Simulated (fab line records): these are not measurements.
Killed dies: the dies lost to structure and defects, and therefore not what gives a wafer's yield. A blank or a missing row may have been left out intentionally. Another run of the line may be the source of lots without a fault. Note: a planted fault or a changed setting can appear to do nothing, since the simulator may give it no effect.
2 desks looking at one fault / flow sky130 / every desk sees just its own numbers, and what lay behind them comes last

## FOR THE TOOL OWNER'S DESK: cmp-02
The tool's own readings at SKY_VIA4_CMP_21 (polishes, stops on SiO2, t overpolish 25 s, target thk 0 nm): means of the sampled wafers that have a number, for each lot that ran on this tool. A lot is out of limits, marked OUT, if its mean lies more than 4 standard deviations from the usual mean; the brackets give that distance.
Columns: A = motor-current-A at SKY_VIA4_CMP_21, usual 10.1 A; B = overpolish-run-s at SKY_VIA4_CMP_21, usual 25.000 s; C = platen-rpm at SKY_VIA4_CMP_21, usual 60.01 rpm; D = time-to-endpoint-s at SKY_VIA4_CMP_21, usual 125 s
lot=L968; first seen here=day 42 22:39; A=9.4; B=25.003; C=60.04; D=128
lot=L970; first seen here=day 43 13:18; A=9.3; B=25.003; C=60.03; D=129
lot=L971; first seen here=day 43 16:20; A=10.7; B=24.999; C=60.00; D=127
lot=L972; first seen here=day 44 01:33; A=10.9; B=25.005; C=60.01; D=128
lot=L973; first seen here=day 44 16:17; A=10.6; B=0.036 (-99 or more) OUT; C=60.01; D=189 (+13) OUT
lot=L975; first seen here=day 45 09:02; A=9.5; B=0.038 (-99 or more) OUT; C=60.03; D=190 (+13) OUT
lot=L976; first seen here=day 45 15:40; A=9.3; B=0.041 (-99 or more) OUT; C=59.98; D=192 (+13) OUT
This desk's finding: out of limits on L973, L975, L976; first on L973, day 44 16:17 (overpolish-run-s at SKY_VIA4_CMP_21). L968, L970, L971, L972: within limits.

## AT THE METROLOGY DESK
Means of the sampled wafers that have a number, per lot and without regard to the tool the lot ran on: this is what the gauges read. A lot is out of limits, marked OUT, if its mean lies more than 4 standard deviations from the usual mean; the brackets give that distance.
Columns: A = CAPM_TIN_THK at SKY_CAPM_THK_MEAS_04, usual 197.1 nm
lot=L968; first seen here=day 36 13:15; A=195.6
lot=L969; first seen here=day 36 19:22; A=199.5
lot=L970; first seen here=day 37 03:49; A=197.8
lot=L971; first seen here=day 37 06:16; A=196.8
lot=L972; first seen here=day 37 19:50; A=196.0
lot=L973; first seen here=day 38 08:50; A=197.6
lot=L975; first seen here=day 39 05:34; A=194.5
lot=L976; first seen here=day 39 10:43; A=196.3
lot=L978; first seen here=day 39 22:31; A=197.0
lot=L982; first seen here=day 40 14:49; A=199.7
lot=L984; first seen here=day 41 12:43; A=195.5
lot=L985; first seen here=day 41 16:59; A=192.8
lot=L989; first seen here=day 43 07:30; A=194.8
This desk found nothing out of limits on any of the 13 lots.

## PUT TOGETHER
The tool owner's desk had the chance to raise an alarm at day 44 16:17 on L973, L975, L976.
The metrology desk saw nothing out of limits.
The metrology desk holds a record of L973, L975, L976, inside its limits.
The lots listed all ran SKY_VIA4_CMP_21 on cmp-02.

## WHAT WAS PUT IN BY THE SIMULATOR
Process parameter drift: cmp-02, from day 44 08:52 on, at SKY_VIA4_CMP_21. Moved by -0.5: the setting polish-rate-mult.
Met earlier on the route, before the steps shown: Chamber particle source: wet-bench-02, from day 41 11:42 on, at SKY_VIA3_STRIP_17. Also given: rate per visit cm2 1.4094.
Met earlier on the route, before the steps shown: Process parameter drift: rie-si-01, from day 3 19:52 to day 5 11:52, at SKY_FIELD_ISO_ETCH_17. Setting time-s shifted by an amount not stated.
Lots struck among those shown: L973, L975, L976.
Hours from the fault's start to each desk's first reading out of limits: the tool owner's desk, 7.
